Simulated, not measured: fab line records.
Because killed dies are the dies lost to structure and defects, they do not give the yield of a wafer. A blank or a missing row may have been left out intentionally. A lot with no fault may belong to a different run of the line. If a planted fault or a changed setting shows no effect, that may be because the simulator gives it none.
The tool behind it: which one? | flow sky130 | 18 wafers from 6 lots sampled at 2 of the route's 708 steps

== WHAT THE GAUGES READ, wafer by wafer ==
SKY_VIA4_THK_MEAS_01.
lot  | measured     | on            | VIA4_HDPCVD_THK (nm)
L182 | day 42 10:45 | film metro-01 | 1729 1712 1745
L185 | day 43 23:39 | film metro-01 | 1765 1754 1760
L188 | day 44 00:54 | film metro-01 | 1755 1769 1743
L189 | day 44 07:19 | film metro-01 | 1718 1750 1740
L193 | day 45 02:50 | film metro-04 | 1755 1729 1733
L198 | day 46 07:26 | film metro-03 | 1731 1771 1748

== TOOL THAT RAN EACH LOT (tool first, then ch and the chambers of the sampled wafers, then the start) ==
lot  | SKY_POLY_GATE_OXIDATION_20
L182 | furnace-01 ch 0, day 16 16:23
L185 | furnace-01 ch 0, day 19 07:05
L188 | furnace-01 ch 0, day 19 09:52
L189 | furnace-02 ch 0, day 19 17:24
L193 | furnace-01 ch 0, day 21 02:41
L198 | furnace-01 ch 0, day 22 14:18
- SKY_POLY_GATE_OXIDATION_20: stabilise 600 s, purge 300 s, target thk 4 nm.

== THE ANSWER, worked out from the rows above alone ==
Rule: what is usual is taken from the lots themselves. The widest of any qualifying gaps counts: lots, ordered by their means at a reading, are off when they make up no more than a third of the lots, leave a main group of 4 or more, and stand apart from it by 3 or more times the standard deviation of that group's means. Not used: any main group whose means are identical at the precision the tables above print for the reading. A lot without any number at a reading at which 4 lots or more have one is off too. Any other lot the step has rows for is counted as sound.
No lot is off on any of the readings shown, so nothing can be concluded from this.

== WHAT THE SIMULATOR PUT IN ==
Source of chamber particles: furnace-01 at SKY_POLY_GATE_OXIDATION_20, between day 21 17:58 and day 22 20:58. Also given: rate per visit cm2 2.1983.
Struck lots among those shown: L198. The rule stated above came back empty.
